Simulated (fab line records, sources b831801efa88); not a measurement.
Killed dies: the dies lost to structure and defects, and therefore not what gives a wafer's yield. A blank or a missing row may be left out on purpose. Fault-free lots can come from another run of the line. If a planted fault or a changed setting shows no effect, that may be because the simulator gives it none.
Chamber matching :: flow sky130 :: rie_diel-02 running SKY_VIA1_ETCH_15: 4 sister chambers
The step etches SiO2 in C4F8/O2/Ar, stops on TiN, target depth 351 nm, time 54 s. 20 wafers are shown with their chamber, then 10 later ones without.

== EACH WAFER AND ITS CHAMBER ==
wafer: L075.1
chamber: 0
bias_w (W): 1195
oes_product_au (a.u.): 0.987

wafer: L075.4
chamber: 3
bias_w (W): 1198
oes_product_au (a.u.): 0.981

wafer: L075.5
chamber: 0
bias_w (W): 1200
oes_product_au (a.u.): 0.978

wafer: L076.1
chamber: 2
bias_w (W): 1200
oes_product_au (a.u.): 0.982

wafer: L076.3
chamber: 0
bias_w (W): 1196
oes_product_au (a.u.): 0.974

wafer: L076.5
chamber: 2
bias_w (W): 1211
oes_product_au (a.u.): 0.979

wafer: L077.1
chamber: 2
bias_w (W): 1201
oes_product_au (a.u.): 0.971

wafer: L077.4
chamber: 3
bias_w (W): 1200
oes_product_au (a.u.): 0.984

wafer: L077.5
chamber: 1
bias_w (W): 1197
oes_product_au (a.u.): 0.976

wafer: L078.3
chamber: 0
bias_w (W): 1197
oes_product_au (a.u.): 0.986

wafer: L078.4
chamber: 3
bias_w (W): 1201
oes_product_au (a.u.): 0.978

wafer: L078.6
chamber: 3
bias_w (W): 1195
oes_product_au (a.u.): 0.980

wafer: L083.1
chamber: 3
bias_w (W): 1212
oes_product_au (a.u.): 0.984

wafer: L083.5
chamber: 0
bias_w (W): 1195
oes_product_au (a.u.): 0.969

wafer: L083.6
chamber: 3
bias_w (W): 1209
oes_product_au (a.u.): 0.980

wafer: L084.1
chamber: 2
bias_w (W): 1200
oes_product_au (a.u.): 0.983

wafer: L084.3
chamber: 0
bias_w (W): 1202
oes_product_au (a.u.): 0.985

wafer: L084.5
chamber: 3
bias_w (W): 1200
oes_product_au (a.u.): 0.983

wafer: L087.1
chamber: 3
bias_w (W): 1200
oes_product_au (a.u.): 0.980

wafer: L087.2
chamber: 0
bias_w (W): 1207
oes_product_au (a.u.): 0.981

SIGNATURES, as means of the wafers listed above
reading: bias_w
chamber 0: 1198.86
chamber 1: 1197.00
chamber 2: 1203.00
chamber 3: 1201.88
scatter within a chamber: 5.19

reading: oes_product_au
chamber 0: 0.98000
chamber 1: 0.97600
chamber 2: 0.97875
chamber 3: 0.98125
scatter within a chamber: 0.00496
Rule: a wafer lies at a distance from a chamber equal to the root of the sum of squares, over the readings, of (its reading less the chamber's mean, divided by the reading's scatter). If the next closest chamber is less than 2 further off than the closest, the wafer can't be placed; otherwise it belongs to the closest. The scatter is the square root of a quotient: the sum, over the shown wafers, of each reading's squared deviation from its chamber's mean, divided by wafers minus chambers.

== WAFERS MISSING THEIR CHAMBER ==
wafer: L087.4
bias_w (W): 1207
oes_product_au (a.u.): 0.982

wafer: L089.3
bias_w (W): 1204
oes_product_au (a.u.): 0.971

wafer: L089.4
bias_w (W): 1199
oes_product_au (a.u.): 0.984

wafer: L089.5
bias_w (W): 1201
oes_product_au (a.u.): 0.977

wafer: L092.2
bias_w (W): 1206
oes_product_au (a.u.): 0.985

wafer: L092.5
bias_w (W): 1204
oes_product_au (a.u.): 0.981

wafer: L092.6
bias_w (W): 1197
oes_product_au (a.u.): 0.974

wafer: L093.2
bias_w (W): 1202
oes_product_au (a.u.): 0.985

wafer: L093.3
bias_w (W): 1202
oes_product_au (a.u.): 0.977

wafer: L093.5
bias_w (W): 1196
oes_product_au (a.u.): 0.983

== EACH ONE'S CHAMBER ==
wafer: L087.4
from the rows above: can't be placed: 3 or 2 or 0 or 1
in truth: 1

wafer: L089.3
from the rows above: can't be placed: 2 or 1 or 0 or 3
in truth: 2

wafer: L089.4
from the rows above: can't be placed: 3 or 0 or 2 or 1
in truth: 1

wafer: L089.5
from the rows above: can't be placed: 2 or 0 or 1 or 3
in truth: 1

wafer: L092.2
from the rows above: can't be placed: 3 or 2 or 0 or 1
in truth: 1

wafer: L092.5
from the rows above: can't be placed: 3 or 2 or 0 or 1
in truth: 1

wafer: L092.6
from the rows above: can't be placed: 1 or 0 or 2 or 3
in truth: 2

wafer: L093.2
from the rows above: can't be placed: 3 or 0 or 2 or 1
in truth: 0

wafer: L093.3
from the rows above: can't be placed: 2 or 0 or 3 or 1
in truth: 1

wafer: L093.5
from the rows above: can't be placed: 0 or 3 or 1 or 2
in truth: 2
Correct placement for 0 of the 10. Not placeable from these rows: 10 (in 10, the candidates include the true chamber). 0 placed wrongly.
